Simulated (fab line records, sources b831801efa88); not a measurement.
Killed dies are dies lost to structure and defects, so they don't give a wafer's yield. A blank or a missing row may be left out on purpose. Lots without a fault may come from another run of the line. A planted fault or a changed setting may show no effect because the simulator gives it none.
fab line records | flow sky130
record lots=6 wafers=18 last_day=50
route steps=708 shown VIA2@524 METAL3@532 CAPM@537 PAD_OPEN@708
lots that met no fault: from a run of the same line without faults
start_h: hours from the record's first day to the start of the lot's first wafer shown | wait_h: hours since the lot's step before | " the same as in the row above | L1.1+2: a row that stands for several wafers | - no value, or no start given | * or withheld: withheld | < > ~ a bound
route shown NAME@n: a module of which the file shows steps, and the number in the route of the first | usual: mean/standard deviation of fault-free wafers | same: alike in all rows | chamber/n: place in a boat | sites: the reading at each site | _std_site: their standard deviation | _edge_site: outer sites' mean less inner sites' | radius_mm: how far each site lies from the wafer's centre | mask NAME#n: copy n | behind: the tool/chamber that last shaped the wafer | hold: why the lot was held/for how many hours/how that ended | device: the transistor (n, p or np) that didn't switch | end of line: the same wafers' tests at the end of the route | a step without rows: its recipe alone | killed: dies lost to structure and defects at the first sort, not the wafer's yield | map: a wafer's dies, x killed, . not, _ none there
set.NAME: the setting as run; set.NAME@STEP: as run at that earlier step | model.NAME: the simulator's own value behind a step, which no gauge read
lots at some steps of the route; a table a step, a row a wafer
services: from which hour (start_h, from the record's first day; less than 0 if before it) a tool's chamber was out of use, for how many hours, and why
## steps
# step SKY_VIA2_STRIP_17
# recipe chemistry=post_etch_residue_remover time_s=1200 temp_c=72.5
# step SKY_VIA2_CLEAN_18
# recipe chemistry=IPA time_s=180 temp_c=25
# step SKY_VIA2_CLEAN_19
# recipe chemistry=O3/DIW dry=n2_spin
# step SKY_VIA2_SPUTTER_20
# recipe material=TiN target_thk_nm=20 chamber_pressure_pa=5 power_w=4000 time_s=80
# step SKY_VIA2_CVD_21
# recipe material=W target_thk_nm=420 time_s=126.4 temp_c=400 pressure_torr=40
# usual heater_power_w=888/85
# columns lot.wafer tool chamber start_h wait_h heater_power_w since_wet_clean_h
L547.1 cvd_w-01 0 888.47 0.0 773 484
L547.5 " 0 " " 768 -
L547.6 " 1 " " 847 -
L552.2 cvd_w-02 0 928.07 0.0 876 10
L552.3 " 1 " " 978 -
L552.6 " 1 " " 971 -
L554.1 cvd_w-02 1 935.97 0.0 983 18
L554.2 " 0 " " 911 18
L554.4 " 0 " " 907 -
L555.2 cvd_w-01 1 949.71 0.0 858 546
L555.3 " 0 " " 762 -
L555.5 " 0 " " 753 -
L563.2 cvd_w-02 0 996.50 0.0 925 79
L563.4 " 1 " " 993 -
L563.6 " 1 " " 1006 -
L564.2 cvd_w-02 1 1011.22 0.0 970 93
L564.3 " 1 " " 1000 -
L564.5 " 0 " " 921 -
# step SKY_VIA2_RS_MEAS_22
# recipe thk_meas_gauge=four-point-probe reads=W_of_VIA2_CVD_21+TiN_of_VIA2_SPUTTER_20
# usual VIA2_W_RS=0.271/0.0034
# columns lot.wafer tool chamber start_h wait_h VIA2_W_RS[ohm/sq]
L547.1 film_metro-04 - 888.60 0.1 0.270
L547.5 " - " " 0.271
L547.6 " - " " 0.272
L552.2 film_metro-02 - 928.22 0.1 0.271
L552.3 " - " " 0.268
L552.6 " - " " 0.266
L554.1 film_metro-03 - 936.10 0.1 0.272
L554.2 " - " " 0.273
L554.4 " - " " 0.273
L555.2 film_metro-03 - 949.86 0.1 0.274
L555.3 " - " " 0.271
L555.5 " - " " 0.272
L563.2 film_metro-03 - 996.65 0.1 0.271
L563.4 " - " " 0.267
L563.6 " - " " 0.268
L564.2 film_metro-03 - 1011.37 0.1 0.268
L564.3 " - " " 0.266
L564.5 " - " " 0.274
# step SKY_VIA2_THK_MEAS_23
# recipe thk_meas_gauge=xrf reads=W_of_VIA2_CVD_21
# usual VIA2_W_THK=434/7.7
# columns lot.wafer tool chamber start_h wait_h VIA2_W_THK[nm]
L547.1 film_metro-04 - 888.72 0.1 433
L547.5 " - " " 427
L547.6 " - " " 430
L552.2 film_metro-02 - 928.33 0.1 435
L552.3 " - " " 440
L552.6 " - " " 438
L554.1 film_metro-03 - 936.22 0.1 434
L554.2 " - " " 434
L554.4 " - " " 435
L555.2 film_metro-03 - 949.97 0.1 434
L555.3 " - " " 437
L555.5 " - " " 436
L563.2 film_metro-03 - 996.76 0.1 437
L563.4 " - " " 442
L563.6 " - " " 441
L564.2 film_metro-03 - 1011.48 0.1 444
L564.3 " - " " 445
L564.5 " - " " 432
# step SKY_VIA2_CMP_24
# recipe stop_on=SiO2 t_overpolish_s=20 down_force_psi=3.5 platen_rpm=60 target_thk_nm=0 pad_velocity_m_s=0.94248
# usual motor_current_A=10.4/0.86 overpolish_run_s=20.000/0.0088 time_to_endpoint_s=102/4.6
# columns lot.wafer tool chamber start_h wait_h motor_current_A overpolish_run_s time_to_endpoint_s
L547.1 cmp-02 2 888.83 0.1 11.8 19.991 102
L547.6 " 1 " " 10.0 19.994 102
L547.5 " 2 " " 12.1 20.007 98
L552.2 cmp-01 0 928.38 0.0 11.8 20.006 100
L552.3 " 3 " " 9.5 20.001 102
L552.6 " 1 " " 10.4 19.988 103
L554.2 cmp-02 0 936.28 0.0 10.7 20.009 98
L554.4 " 2 " " 11.2 20.005 97
L554.1 " 3 " " 9.8 19.990 105
L555.2 cmp-02 3 950.02 0.0 9.9 20.009 110
L555.3 " 0 " " 10.9 19.995 108
L555.5 " 0 " " 10.8 20.002 104
L563.4 cmp-01 0 996.91 0.1 11.6 19.998 98
L563.2 " 1 " " 10.5 20.003 96
L563.6 " 2 " " 9.7 19.981 98
L564.3 cmp-02 2 1011.60 0.1 11.6 19.994 98
L564.2 " 1 " " 8.9 20.002 101
L564.5 " 2 " " 11.5 19.981 100
# step SKY_METAL3_SPUTTER_00
# recipe material=Ti target_thk_nm=15 power_w=3000 time_s=10 chamber_pressure_pa=0.4
# step SKY_METAL3_SPUTTER_01
# recipe material=TiN target_thk_nm=20 power_w=6500 time_s=16.7 chamber_pressure_pa=0.4
# usual chamber_pressure_pa=0.4001/0.00075 throttle_valve_pct=30.4/1.2
# columns lot.wafer tool chamber start_h wait_h chamber_pressure_pa throttle_valve_pct
L547.1 pvd_sputter-03 - 889.11 0.0 0.3998 32.3
L547.5 " - " " 0.3983 31.2
L547.6 " - " " 0.4014 32.4
L552.2 pvd_sputter-01 - 928.71 0.0 0.3996 29.2
L552.3 " - " " 0.4005 30.3
L552.6 " - " " 0.3992 30.2
L554.1 pvd_sputter-03 - 936.60 0.0 0.4009 28.6
L554.2 " - " " 0.4006 32.5
L554.4 " - " " 0.3987 30.9
L555.2 pvd_sputter-03 - 950.34 0.0 0.4012 31.0
L555.3 " - " " 0.3997 28.5
L555.5 " - " " 0.4006 31.0
L563.2 pvd_sputter-04 - 997.13 0.0 0.4011 30.9
L563.4 " - " " 0.4002 29.6
L563.6 " - " " 0.4002 29.8
L564.2 pvd_sputter-04 - 1011.92 0.0 0.3999 30.9
L564.3 " - " " 0.4007 29.6
L564.5 " - " " 0.4014 29.5
# step SKY_METAL3_SPUTTER_02
# recipe material=AlCu target_thk_nm=735 power_w=10600 time_s=39.1 chamber_pressure_pa=0.4
# usual chamber_pressure_pa=0.4000/0.00084 throttle_valve_pct=30.4/1.2
# columns lot.wafer tool chamber start_h wait_h chamber_pressure_pa throttle_valve_pct
L547.1 pvd_sputter-03 - 889.13 0.0 0.4004 32.2
L547.5 " - " " 0.3998 30.6
L547.6 " - " " 0.4010 32.1
L552.2 pvd_sputter-01 - 928.73 0.0 0.3998 28.8
L552.3 " - " " 0.3985 30.2
L552.6 " - " " 0.4008 30.0
L554.1 pvd_sputter-03 - 936.63 0.0 0.3991 28.4
L554.2 " - " " 0.3992 32.1
L554.4 " - " " 0.4001 31.0
L555.2 pvd_sputter-03 - 950.36 0.0 0.4000 30.9
L555.3 " - " " 0.4010 28.2
L555.5 " - " " 0.4013 30.8
L563.2 pvd_sputter-04 - 997.16 0.0 0.3999 31.1
L563.4 " - " " 0.3995 29.5
L563.6 " - " " 0.4011 29.6
L564.2 pvd_sputter-04 - 1011.95 0.0 0.3986 30.7
L564.3 " - " " 0.3994 29.6
L564.5 " - " " 0.3993 29.5
# step SKY_METAL3_SPUTTER_03
# recipe material=Ti target_thk_nm=5 power_w=3000 time_s=3.3 chamber_pressure_pa=0.4
# usual chamber_pressure_pa=0.4001/0.00092 throttle_valve_pct=30.4/1.2
# columns lot.wafer tool chamber start_h wait_h chamber_pressure_pa throttle_valve_pct
L547.1 pvd_sputter-03 - 889.17 0.0 0.3991 32.2
L547.5 " - " " 0.4010 31.0
L547.6 " - " " 0.3997 32.3
L552.2 pvd_sputter-01 - 928.77 0.0 0.4004 29.2
L552.3 " - " " 0.4003 30.3
L552.6 " - " " 0.4012 30.1
L554.1 pvd_sputter-03 - 936.67 0.0 0.4005 28.1
L554.2 " - " " 0.4005 32.1
L554.4 " - " " 0.4001 31.1
L555.2 pvd_sputter-03 - 950.40 0.0 0.4000 31.0
L555.3 " - " " 0.3996 28.1
L555.5 " - " " 0.3992 30.8
L563.2 pvd_sputter-04 - 997.20 0.0 0.4004 31.0
L563.4 " - " " 0.3997 29.5
L563.6 " - " " 0.4000 29.5
L564.2 pvd_sputter-04 - 1011.99 0.0 0.4015 30.8
L564.3 " - " " 0.4013 29.7
L564.5 " - " " 0.3994 29.4
# step SKY_METAL3_SPUTTER_04
# recipe material=TiN target_thk_nm=70 power_w=6500 time_s=58.3 chamber_pressure_pa=0.4
# usual chamber_pressure_pa=0.4000/0.00074 throttle_valve_pct=30.4/1.2
# columns lot.wafer tool chamber start_h wait_h chamber_pressure_pa throttle_valve_pct model.TiN_of_METAL3_SPUTTER_04.thk_nm
L547.1 pvd_sputter-03 - 889.19 0.0 0.4008 32.0 70.51
L547.5 " - " " 0.3993 31.1 69.9
L547.6 " - " " 0.4005 32.4 69.55
L552.2 pvd_sputter-01 - 928.79 0.0 0.3996 29.1 69.62
L552.3 " - " " 0.3998 30.3 70.05
L552.6 " - " " 0.3998 30.1 69.58
L554.1 pvd_sputter-03 - 936.68 0.0 0.6328 22.5 63.88
L554.2 " - " " 0.6328 25.8 64.79
L554.4 " - " " 0.6323 24.7 64.17
L555.2 pvd_sputter-03 - 950.42 0.0 0.6330 24.5 65.36
L555.3 " - " " 0.6309 22.6 64.92
L555.5 " - " " 0.6337 24.4 65.47
L563.2 pvd_sputter-04 - 997.21 0.0 0.3998 30.9 70.99
L563.4 " - " " 0.4009 29.7 71.42
L563.6 " - " " 0.4002 29.9 70.66
L564.2 pvd_sputter-04 - 1012.01 0.0 0.4010 30.9 71.44
L564.3 " - " " 0.4015 29.9 71.1
L564.5 " - " " 0.4001 29.5 70.58
# step SKY_CAPM_CVD_00
# recipe material=SiO2 target_thk_nm=15.5 temp_c=400 time_s=withheld rf_w=450
# step SKY_PAD_OPEN_PROBE_99
# usual defect_limited_yield=82.2/1.9 killed_at_M0_to_M3=44/7.2 killed_at_M4_up=3.0/1.9 killed_at_contacts=25/4.8 killed_at_front_end=16/4.2 killed_at_other=0.2/0.44 killed_dies=88/9.3 killed_open=48/7.1 killed_short=40/6.5 sort_bin_3_pad_short=0.9/0.4 sort_bin_5_function=10.5/1.5 sort_bin_6_memory=6.5/0.98 sort_n_pass=404/9.3 sort_yield_pct=82.2/1.9
# same gross_dies=492 killed_at_back_side=0 sort_bin_4_leakage[%]=0 sort_bin_8_speed[%]=0
# columns lot.wafer tool chamber start_h wait_h defect_limited_yield[%] killed_at_M0_to_M3 killed_at_M4_up killed_at_contacts killed_at_front_end killed_at_other killed_dies killed_open killed_short sort_bin_3_pad_short[%] sort_bin_5_function[%] sort_bin_6_memory[%] sort_n_pass sort_yield_pct[%]
L547.1 prober-02 - 1107.18 0.1 78.9 58 2 23 21 0 104 65 39 0.8 12.8 7.5 388 78.9
L547.5 prober-02 - 1107.38 0.2 81.1 50 0 21 21 1 93 46 47 1.4 10.4 7.1 399 81.1
L547.6 prober-02 - 1107.43 0.2 81.3 49 2 23 18 0 92 62 30 0.8 11.6 6.3 400 81.3
L552.2 prober-01 - 1138.53 0.1 85.0 35 3 16 20 0 74 44 30 0.2 7.9 6.9 418 85.0
L552.3 prober-01 - 1138.58 0.2 82.7 45 3 18 19 0 85 44 41 0.8 10.0 6.5 407 82.7
L552.6 prober-01 - 1138.73 0.2 86.6 37 4 13 12 0 66 29 37 1.0 8.1 4.3 426 86.6
L554.1 prober-01 - 1143.98 0.1 82.5 43 1 30 12 0 86 51 35 0.8 11.0 5.7 406 82.5
L554.2 prober-01 - 1144.03 0.1 84.1 31 3 25 19 0 78 42 36 0.6 7.3 7.9 414 84.1
L554.4 prober-01 - 1144.13 0.2 77.2 49 2 30 30 1 112 62 50 0.2 14.6 7.9 380 77.2
L555.2 prober-02 - 1153.54 0.1 79.7 49 1 30 18 2 100 51 49 1.4 12.2 6.7 392 79.7
L555.3 prober-02 - 1153.59 0.2 83.5 31 3 25 21 1 81 44 37 0.8 9.6 6.1 411 83.5
L555.5 prober-02 - 1153.69 0.2 80.7 45 3 27 20 0 95 61 34 0.8 11.8 6.7 397 80.7
L563.2 prober-01 - 1187.38 0.1 84.3 37 5 24 11 0 77 42 35 0.6 8.3 6.7 415 84.3
L563.4 prober-01 - 1187.48 0.2 82.9 46 9 16 13 0 84 44 40 0.2 11.8 5.1 408 82.9
L563.6 prober-01 - 1187.58 0.2 82.3 43 1 23 20 0 87 47 40 2.2 8.3 7.1 405 82.3
L564.2 prober-01 - 1196.55 0.1 78.7 60 1 22 21 1 105 57 48 0.8 13.0 7.5 387 78.7
L564.3 prober-01 - 1196.60 0.2 82.7 41 4 21 19 0 85 51 34 0.2 11.6 5.5 407 82.7
L564.5 prober-01 - 1196.70 0.2 84.3 41 5 18 13 0 77 48 29 0.8 9.8 5.1 415 84.3
# killed by level:class
L547.1 VIA1:geometric_particle:open=19 LI_CONTACT:geometric_particle:open=9 CONTACT:geometric_particle:open=7 VIA2:geometric_particle:short=7 VIA3:geometric_particle:open=7 FIELD_ISO:geometric_particle:open=6 METAL1:geometric_particle:short=6 VIA2:geometric_particle:open=6
L547.5 VIA1:geometric_particle:open=12 VIA2:geometric_particle:open=8 CONTACT:geometric_particle:open=7 LI_CONTACT:geometric_particle:open=6 VIA1:geometric_particle:short=6 VIA3:geometric_particle:short=6 FIELD_ISO:geometric_particle:short=5 POLY_GATE:geometric_particle:short=5
L547.6 VIA1:geometric_particle:open=12 CONTACT:geometric_particle:open=12 VIA2:geometric_particle:open=11 POLY_GATE:geometric_particle:short=7 VIA3:geometric_particle:open=7 POLY_GATE:geometric_particle:open=6 LI_CONTACT:geometric_particle:open=5 VIA2:geometric_particle:short=4
L552.2 POLY_GATE:geometric_particle:open=8 VIA1:geometric_particle:open=8 LI_CONTACT:geometric_particle:open=7 VIA3:geometric_particle:open=7 POLY_GATE:geometric_particle:short=6 CONTACT:geometric_particle:open=5 METAL1:geometric_particle:short=5 VIA2:geometric_particle:open=5
L552.3 VIA1:geometric_particle:open=11 VIA2:geometric_particle:open=9 CONTACT:geometric_particle:open=8 METAL1:geometric_particle:short=7 FIELD_ISO:geometric_particle:open=5 VIA1:geometric_particle:short=5 FIELD_ISO:geometric_particle:short=4 LOCAL_INTERCONNECT:geometric_particle:short=4
L552.6 METAL1:geometric_particle:short=7 VIA3:geometric_particle:open=5 VIA2:geometric_particle:open=5 POLY_GATE:geometric_particle:open=4 VIA1:geometric_particle:short=4 VIA1:geometric_particle:open=4 VIA2:geometric_particle:short=4 METAL3:geometric_particle:short=4
L554.1 CONTACT:geometric_particle:open=12 VIA1:geometric_particle:open=9 LI_CONTACT:geometric_particle:open=8 VIA2:geometric_particle:open=6 VIA2:geometric_particle:short=5 METAL2:geometric_particle:short=5 FIELD_ISO:geometric_particle:short=4 VIA1:geometric_particle:short=4
L554.2 CONTACT:geometric_particle:open=8 LI_CONTACT:geometric_particle:open=7 VIA1:geometric_particle:open=6 FIELD_ISO:geometric_particle:open=5 FIELD_ISO:geometric_particle:short=5 METAL1:geometric_particle:short=5 VIA3:geometric_particle:short=5 LOCAL_INTERCONNECT:geometric_particle:short=4
L554.4 VIA1:geometric_particle:open=12 POLY_GATE:geometric_particle:short=11 LI_CONTACT:geometric_particle:open=10 FIELD_ISO:geometric_particle:open=9 CONTACT:geometric_particle:open=9 VIA3:geometric_particle:open=7 METAL2:geometric_particle:short=6 VIA2:geometric_particle:open=6
L555.2 VIA1:geometric_particle:open=12 CONTACT:geometric_particle:open=12 POLY_GATE:geometric_particle:short=7 METAL2:geometric_particle:short=7 VIA1:geometric_particle:short=7 VIA2:geometric_particle:open=7 LOCAL_INTERCONNECT:geometric_particle:short=6 VIA3:geometric_particle:open=6
L555.3 CONTACT:geometric_particle:open=10 METAL2:geometric_particle:short=9 VIA1:geometric_particle:open=9 FIELD_ISO:geometric_particle:open=8 LI_CONTACT:geometric_particle:open=5 FIELD_ISO:geometric_particle:short=4 LOCAL_INTERCONNECT:geometric_particle:short=4 POLY_GATE:geometric_particle:short=3
L555.5 LI_CONTACT:geometric_particle:open=12 VIA2:geometric_particle:open=11 VIA1:geometric_particle:open=10 POLY_GATE:geometric_particle:open=7 METAL1:geometric_particle:short=5 VIA1:geometric_particle:short=5 FIELD_ISO:geometric_particle:short=4 METAL2:geometric_particle:short=4
L563.2 CONTACT:geometric_particle:open=11 VIA1:geometric_particle:open=8 VIA2:geometric_particle:open=6 METAL2:geometric_particle:short=6 METAL3:geometric_particle:short=6 LI_CONTACT:geometric_particle:open=4 LOCAL_INTERCONNECT:geometric_particle:short=4 METAL1:geometric_particle:short=4
L563.4 VIA1:geometric_particle:open=12 VIA1:geometric_particle:short=9 VIA2:geometric_particle:open=7 METAL4:geometric_particle:short=7 FIELD_ISO:geometric_particle:open=5 CONTACT:geometric_particle:short=5 METAL1:geometric_particle:short=4 CONTACT:geometric_particle:open=4
L563.6 METAL2:geometric_particle:short=10 FIELD_ISO:geometric_particle:open=9 LI_CONTACT:geometric_particle:open=8 CONTACT:geometric_particle:open=8 VIA3:geometric_particle:open=7 FIELD_ISO:geometric_particle:short=6 METAL1:geometric_particle:short=6 VIA2:geometric_particle:open=4
L564.2 VIA2:geometric_particle:open=13 CONTACT:geometric_particle:open=8 VIA1:geometric_particle:open=8 VIA2:geometric_particle:short=8 VIA3:geometric_particle:open=8 LI_CONTACT:geometric_particle:open=7 FIELD_ISO:geometric_particle:short=6 FIELD_ISO:geometric_particle:open=5
L564.3 LI_CONTACT:geometric_particle:open=8 CONTACT:geometric_particle:open=8 VIA3:geometric_particle:open=8 POLY_GATE:geometric_particle:open=6 METAL1:geometric_particle:short=6 VIA2:geometric_particle:open=6 FIELD_ISO:geometric_particle:short=5 METAL1:geometric_particle:open=5
L564.5 VIA1:geometric_particle:open=8 FIELD_ISO:geometric_particle:open=7 CONTACT:geometric_particle:open=7 VIA2:geometric_particle:open=5 LI_CONTACT:geometric_particle:open=5 CONTACT:geometric_particle:short=5 METAL1:geometric_particle:short=5 VIA1:geometric_particle:short=4
## services
# columns tool chamber start_h hours kind
cmp-01 - 865.72 1.6 repair
cmp-01 - 868.11 0.4 repair
pvd_sputter-01 - 877.03 2.0 repair
pvd_sputter-01 - 885.03 1.8 repair
cvd_w-02 - 904.00 14.0 pm
cvd_w-02 0 904.00 14.0 vent_cycle
cvd_w-02 1 904.00 14.0 vent_cycle
cvd_w-01 - 904.72 0.9 repair
cmp-02 - 910.81 1.0 repair
cmp-01 - 911.95 10.2 pm
cvd_w-02 - 914.44 1.3 repair
cvd_w-02 0 918.00 - clean
cvd_w-02 1 918.00 - clean
cmp-02 - 920.14 1.0 repair
cmp-01 - 922.15 4.0 pm
cmp-01 - 926.15 - consumable_replace:conditioner
pvd_sputter-03 0 934.65 - consumable_replace:kit
pvd_sputter-03 0 934.65 18.0 scheduled_down
pvd_sputter-03 0 934.65 18.0 vent_cycle
cmp-01 - 944.04 4.4 repair
cmp-01 - 971.26 0.4 repair
pvd_sputter-01 0 972.91 - consumable_replace:kit
pvd_sputter-01 0 972.91 18.0 scheduled_down
pvd_sputter-01 0 972.91 18.0 vent_cycle
## key
first_sign step=SKY_METAL3_SPUTTER_04 reading=chamber_pressure_pa direction=up sigmas=99+ usual=0.4000 struck=0.6326
effect step=SKY_METAL3_SPUTTER_04 reading=throttle_valve_pct direction=down sigmas=5.3 usual=30.4 struck=24.1
model_effect step=SKY_METAL3_SPUTTER_04 value=TiN_of_METAL3_SPUTTER_04.thk_nm without=70.42 struck=64.76
met_at SKY_METAL3_SPUTTER_04
struck_wafers L554.1,L554.2,L554.4,L555.2,L555.3,L555.5
onset_between 889.19 936.68
fault kind=process_parameter_drift tool=pvd_sputter-03 chamber=- onset_h=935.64 steps=SKY_METAL3_SPUTTER_04 channel=chamber_pressure_pa offset=0.23231 shape=step end_h=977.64 acts_in=these_recipes_only stated=0.4
